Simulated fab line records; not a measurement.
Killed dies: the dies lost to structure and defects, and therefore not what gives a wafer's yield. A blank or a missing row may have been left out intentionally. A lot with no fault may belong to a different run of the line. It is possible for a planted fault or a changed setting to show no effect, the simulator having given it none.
fab line records -- flow gf180mcu -- part 2 of 2: steps 28 to 35 of 35
[record] lots = 5, wafers = 15, lastDay = 33
route steps=602 shown M3@419 V3@429
lots that met no fault: from a run of the same line without faults
startH: hours from the record's opening day to when the first of the lot's shown wafers began -- waitH: hours since the lot's step before -- " identical to the entry in the row above -- L1.1+2: a row that stands for several wafers -- - either no value or no given start -- * or withheld: withheld -- < > ~ a bound
route shown NAME@n: NAME is a module with steps in the file, n the number in the route of the first one -- usual: mean/standard deviation of fault-free wafers -- same: alike in all rows -- chamber/n: place in a boat -- sites: each site's reading -- _std_site: standard deviation of those values -- _edge_site: inner sites' mean taken away from outer sites' mean -- radiusMm: how far each site lies from the wafer's centre -- mask NAME#n: copy n -- behind: the most recent tool/chamber to have shaped the wafer -- hold: what put the lot on hold/how long, in hours/how the hold closed -- device: transistor that didn't switch, given as n, p or np -- end of line: tests of these same wafers at the route's end -- for a step that has no rows: nothing shown but its recipe -- killed: at the first sort, the dies lost to defects and structure; wafer yield is something else -- map: shows each die of a wafer: x if killed, . if not, _ if none is there
set.NAME: the run value of the setting; set.NAME@STEP: its run value at that earlier step -- model.NAME: the simulator's own value behind a step, which no gauge read
lots at selected steps of the route; one table per step, one row per wafer
services: when a tool's chamber went out of use (startH, in hours from the record's first day, below 0 if earlier), for how many hours, and the reason
[[steps]]
[step GF_V3_ETCH_17]
[recipe] chemistry = C4F8/O2/Ar, maskMaterial = KrF, target = SiO2, stopOn = TiN, sourceW = 1500, biasW = 1200, pressureMtorr = 40, c4f8FlowSccm = withheld, O2_flow_sccm = 6, Ar_flow_sccm = 300, timeS = withheld, targetDepthA = 6350
[usual] oesProductAu = 0.855/0.0045
lot.wafer,tool,chamber,startH,waitH,oesProductAu
L074.3,rieDiel-04,3,-,-,0.859
L074.4,rieDiel-04,0,-,-,0.858
L074.6,rieDiel-04,1,-,-,0.857
L075.2,rieDiel-02,0,-,-,0.849
L075.5,rieDiel-02,0,-,-,0.851
L075.6,rieDiel-02,1,-,-,0.860
L083.2,rieDiel-02,2,-,-,0.861
L083.4,rieDiel-02,3,-,-,0.857
L083.6,rieDiel-02,3,-,-,0.852
L088.1,rieDiel-02,1,-,-,0.855
L088.4,rieDiel-02,2,-,-,0.852
L088.6,rieDiel-02,2,-,-,0.863
L092.2,rieDiel-03,0,-,-,0.856
L092.4,rieDiel-03,1,-,-,0.866
L092.6,rieDiel-03,2,-,-,0.855
[step GF_V3_STRIP_18]
[recipe] chemistry = O2/N2, powerW = 1400, pressureMtorr = 1500, platenTempC = 250, o2FlowSccm = 3000, n2FlowSccm = 300, overashFraction = 0.5
[usual] drypumpMotorCurrentA = 5.6/0.45, heaterPowerW = 316/38, oesProductAu = 0.593/0.005
lot.wafer,tool,chamber,startH,waitH,drypumpMotorCurrentA,heaterPowerW,oesProductAu,rfHoursCounterH
L074.3,plasmaAsher-04,1,510.18,-,5.3,327,0.590,-
L074.4,plasmaAsher-04,0,510.18,-,6.3,302,0.591,-
L074.6,plasmaAsher-04,1,510.18,-,5.3,322,0.592,-
L075.2,plasmaAsher-04,1,522.98,-,5.3,322,0.590,72
L075.5,plasmaAsher-04,0,522.98,-,6.3,297,0.585,-
L075.6,plasmaAsher-04,1,522.98,-,5.3,306,0.601,-
L083.2,plasmaAsher-04,0,595.60,-,6.3,299,0.596,81
L083.4,plasmaAsher-04,1,595.60,-,5.3,322,0.585,-
L083.6,plasmaAsher-04,1,595.60,-,5.3,315,0.592,-
L088.1,plasmaAsher-01,1,625.67,-,5.1,349,0.593,51
L088.4,plasmaAsher-01,0,625.67,-,5.5,287,0.593,-
L088.6,plasmaAsher-01,0,625.67,-,5.6,279,0.590,-
L092.2,plasmaAsher-02,0,658.11,-,5.3,385,0.601,21
L092.4,plasmaAsher-02,0,658.11,-,5.4,389,0.595,-
L092.6,plasmaAsher-02,0,658.11,-,5.4,381,0.592,-
[step GF_V3_STRIP_19]
[recipe] chemistry = postEtchResidueRemover, timeS = 1200, tempC = 72.5
[usual] bathGuardTempC = 72.6/0.44, bathHeatDutyPct = 14.9/1.4, tempC = 72.55/0.11
lot.wafer,tool,chamber,startH,waitH,bathGuardTempC,bathHeatDutyPct,tempC
L074.3,wetBench-02,2,510.25,0.0,72.8,17.2,72.39
L074.4,wetBench-02,2,510.25,0.0,72.6,16.5,72.50
L074.6,wetBench-02,2,510.25,0.0,72.7,16.0,72.59
L075.2,wetBench-03,2,523.08,0.1,72.7,14.9,72.64
L075.5,wetBench-03,2,523.08,0.1,72.5,14.2,72.59
L075.6,wetBench-03,2,523.08,0.1,72.6,15.8,72.32
L083.2,wetBench-04,3,595.70,0.1,73.0,15.2,72.36
L083.4,wetBench-04,3,595.70,0.1,72.4,17.4,72.16
L083.6,wetBench-04,3,595.70,0.1,72.9,16.2,72.55
L088.1,wetBench-04,1,625.77,0.1,73.2,12.3,72.68
L088.4,wetBench-04,1,625.77,0.1,73.0,12.1,72.57
L088.6,wetBench-04,1,625.77,0.1,73.1,13.0,72.61
L092.2,wetBench-04,0,658.21,0.1,72.2,14.8,72.49
L092.4,wetBench-04,0,658.21,0.1,72.3,13.7,72.70
L092.6,wetBench-04,0,658.21,0.1,72.0,12.4,72.43
[step GF_V3_CLEAN_20]
[recipe] chemistry = DIW, dry = n2Spin
lot.wafer,tool,chamber,startH,waitH
L074.3+4+6,wetBench-04,0,510.59,0.0
L075.2+5+6,wetBench-04,0,523.76,0.0
L083.2+4+6,wetBench-03,0,596.04,0.0
L088.1+4+6,wetBench-03,1,626.12,0.0
L092.2+4+6,wetBench-04,3,658.56,0.0
[step GF_V3_SPUTTER_21]
[recipe] material = Ti, targetThkNm = 15, chamberPressurePa = 5, powerW = 2500, substrateTempC = 200, timeS = 80.02
[usual] cathodeDcPowerW = 2500.1/0.46, throttleValvePct = 30.1/0.58
lot.wafer,tool,chamber,startH,waitH,cathodeDcPowerW,throttleValvePct
L074.3,pvdSputter-01,-,510.68,0.0,2499.6,30.2
L074.4,pvdSputter-01,-,510.68,0.0,2500.9,30.0
L074.6,pvdSputter-01,-,510.68,0.0,2499.7,29.9
L075.2,pvdSputter-01,-,523.85,0.0,2499.8,29.9
L075.5,pvdSputter-01,-,523.85,0.0,2500.7,29.8
L075.6,pvdSputter-01,-,523.85,0.0,2500.7,30.0
L083.2,pvdSputter-01,-,596.14,0.0,2499.6,29.3
L083.4,pvdSputter-01,-,596.14,0.0,2500.2,30.0
L083.6,pvdSputter-01,-,596.14,0.0,2499.9,30.0
L088.1,pvdSputter-02,-,626.21,0.0,2499.3,30.2
L088.4,pvdSputter-02,-,626.21,0.0,2500.9,30.1
L088.6,pvdSputter-02,-,626.21,0.0,2498.9,30.6
L092.2,pvdSputter-01,-,658.65,0.0,2500.3,29.9
L092.4,pvdSputter-01,-,658.65,0.0,2499.8,29.3
L092.6,pvdSputter-01,-,658.65,0.0,2501.0,29.8
[step GF_V3_SPUTTER_22]
[recipe] material = TiN, targetThkNm = 10, chamberPressurePa = 5, powerW = 4000, timeS = 40
[usual] cathodeDcPowerW = 4000.0/0.7, throttleValvePct = 30.1/0.56
lot.wafer,tool,chamber,startH,waitH,cathodeDcPowerW,throttleValvePct
L074.3,pvdSputter-01,-,510.74,0.0,3999.2,30.3
L074.4,pvdSputter-01,-,510.74,0.0,4000.0,30.1
L074.6,pvdSputter-01,-,510.74,0.0,4000.2,30.2
L075.2,pvdSputter-01,-,523.91,0.0,4000.4,29.8
L075.5,pvdSputter-01,-,523.91,0.0,4000.3,30.0
L075.6,pvdSputter-01,-,523.91,0.0,3999.9,30.1
L083.2,pvdSputter-01,-,596.20,0.0,3998.7,29.1
L083.4,pvdSputter-01,-,596.20,0.0,4000.8,29.7
L083.6,pvdSputter-01,-,596.20,0.0,4000.5,30.0
L088.1,pvdSputter-02,-,626.27,0.0,3999.6,30.8
L088.4,pvdSputter-02,-,626.27,0.0,3999.8,30.0
L088.6,pvdSputter-02,-,626.27,0.0,3999.9,30.5
L092.2,pvdSputter-01,-,658.71,0.0,4001.0,29.7
L092.4,pvdSputter-01,-,658.71,0.0,3999.6,29.0
L092.6,pvdSputter-01,-,658.71,0.0,4000.0,29.8
[step GF_V3_CVD_23]
[recipe] material = W, targetThkNm = 350, timeS = 104.9, tempC = 400, pressureTorr = 40
[usual] chamberPressureTorr = 40.00/0.074, heaterPowerW = 889/68
lot.wafer,tool,chamber,startH,waitH,chamberPressureTorr,heaterPowerW
L074.3,cvdW-02,0,510.82,0.1,39.95,1010
L074.4,cvdW-02,1,510.82,0.1,40.03,868
L074.6,cvdW-02,1,510.82,0.1,39.99,872
L075.2,cvdW-01,0,523.95,0.0,39.92,830
L075.5,cvdW-01,1,523.95,0.0,40.10,831
L075.6,cvdW-01,0,523.95,0.0,39.94,830
L083.2,cvdW-02,1,596.24,0.0,40.02,857
L083.4,cvdW-02,0,596.24,0.0,39.95,1003
L083.6,cvdW-02,1,596.24,0.0,39.87,873
L088.1,cvdW-01,1,626.31,0.0,40.00,831
L088.4,cvdW-01,0,626.31,0.0,39.83,836
L088.6,cvdW-01,0,626.31,0.0,39.98,861
L092.2,cvdW-02,1,658.75,0.0,39.94,844
L092.4,cvdW-02,0,658.75,0.0,40.03,1019
L092.6,cvdW-02,1,658.75,0.0,40.00,859
[step GF_V3_RS_MEAS_24]
[recipe] thkMeasGauge = four-point-probe, reads = W_of_V3_CVD_23+TiN_of_V3_SPUTTER_22+Ti_of_V3_SPUTTER_21
[usual] V3_W_RS = 0.3265/0.0029
lot.wafer,tool,chamber,startH,waitH,V3_W_RS[ohm/sq]
L074.3,filmMetro-03,-,510.93,0.1,0.3251
L074.4,filmMetro-03,-,510.93,0.1,0.3278
L074.6,filmMetro-03,-,510.93,0.1,0.3282
L075.2,filmMetro-04,-,524.08,0.1,0.3207
L075.5,filmMetro-04,-,524.08,0.1,0.3299
L075.6,filmMetro-04,-,524.08,0.1,0.3246
L083.2,filmMetro-04,-,596.37,0.1,0.3283
L083.4,filmMetro-04,-,596.37,0.1,0.3227
L083.6,filmMetro-04,-,596.37,0.1,0.3260
L088.1,filmMetro-04,-,626.42,0.1,0.3250
L088.4,filmMetro-04,-,626.42,0.1,0.3250
L088.6,filmMetro-04,-,626.42,0.1,0.3259
L092.2,filmMetro-04,-,658.88,0.1,0.3270
L092.4,filmMetro-04,-,658.88,0.1,0.3272
L092.6,filmMetro-04,-,658.88,0.1,0.3259
[[services]]
tool,chamber,startH,hours,kind
krfScanner-01,-,454.31,5.3,repair
pecvd-03,-,457.65,3.8,repair
pecvd-03,-,474.00,0.5,repair
krfScanner-02,-,476.23,3.6,pm
cvdW-02,-,486.22,5.5,repair
wetBench-04,-,495.25,5.4,repair
rieDiel-02,3,496.07,3.3,repair
rieDiel-02,1,496.17,4.0,repair
wetBench-03,-,526.46,1.9,repair
krfScanner-02,-,527.56,0.8,pm
rieDiel-02,-,529.23,2.8,pm
wetBench-04,-,534.99,3.3,repair
rieDiel-02,2,535.74,2.2,repair
wetBench-04,-,538.24,1.9,pm
krfScanner-02,-,538.41,1.0,pm
wetBench-04,-,550.73,1.0,repair
krfScanner-02,-,563.32,0.7,repair
rieDiel-02,3,566.31,2.5,repair
pecvd-03,-,574.91,1.4,repair
pecvd-03,-,594.33,4.3,pm
krfScanner-02,-,611.05,1.3,pm
rieDiel-02,3,616.61,3.6,repair
pecvd-03,0,624.65,3.9,repair
rieDiel-02,3,630.17,5.3,repair
